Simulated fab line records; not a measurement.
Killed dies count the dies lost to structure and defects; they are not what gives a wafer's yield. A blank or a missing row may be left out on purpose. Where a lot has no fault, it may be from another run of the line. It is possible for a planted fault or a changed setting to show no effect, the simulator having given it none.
What tool caused it? -- flow sky130 -- route of 708 steps, sampled at 1 step: 7 lots, 21 wafers

## WHAT THE GAUGES SHOWED, per wafer
SKY_FIELD_ISO_CD_MEAS_13: the cd target is 150 nm.
lot,measured,on,cd_nm (nm)
L435,day 2 20:16,cd_sem-02,149.4 151.0 149.4
L437,day 3 07:07,cd_sem-02,151.6 151.0 151.0
L439,day 3 17:28,cd_sem-01,150.8 149.6 150.0
L441,day 4 03:26,cd_sem-01,152.4 151.8 153.9
L446,day 5 07:34,cd_sem-01,154.7 153.9 153.3
L453,day 6 20:01,cd_sem-02,153.4 152.8 153.9
L455,day 7 07:11,cd_sem-01,149.0 147.6 148.8

## TOOL THAT RAN EACH LOT (tool first, then ch and the chambers of the sampled wafers, then the start)
Before these readings, the record contains no process step.

## THE ANSWER, worked out from the rows above alone
Rule: what is usual is taken from the lots themselves. The widest of any qualifying gaps counts: lots, ordered by their means at a reading, are off when they make up no more than a third of the lots, leave a main group of 4 or more, and stand apart from it by 3 or more times the standard deviation of that group's means. The tables above print the reading to a certain number of digits; a main group whose means all agree to those digits is not used. Also off: a lot with no number at a reading for which 4 or more lots have one. Any other lot the step has rows for is counted as sound.
Nothing can be told from this: no lot is off at any reading shown.

## WHAT HAD BEEN PUT IN BY THE SIMULATOR
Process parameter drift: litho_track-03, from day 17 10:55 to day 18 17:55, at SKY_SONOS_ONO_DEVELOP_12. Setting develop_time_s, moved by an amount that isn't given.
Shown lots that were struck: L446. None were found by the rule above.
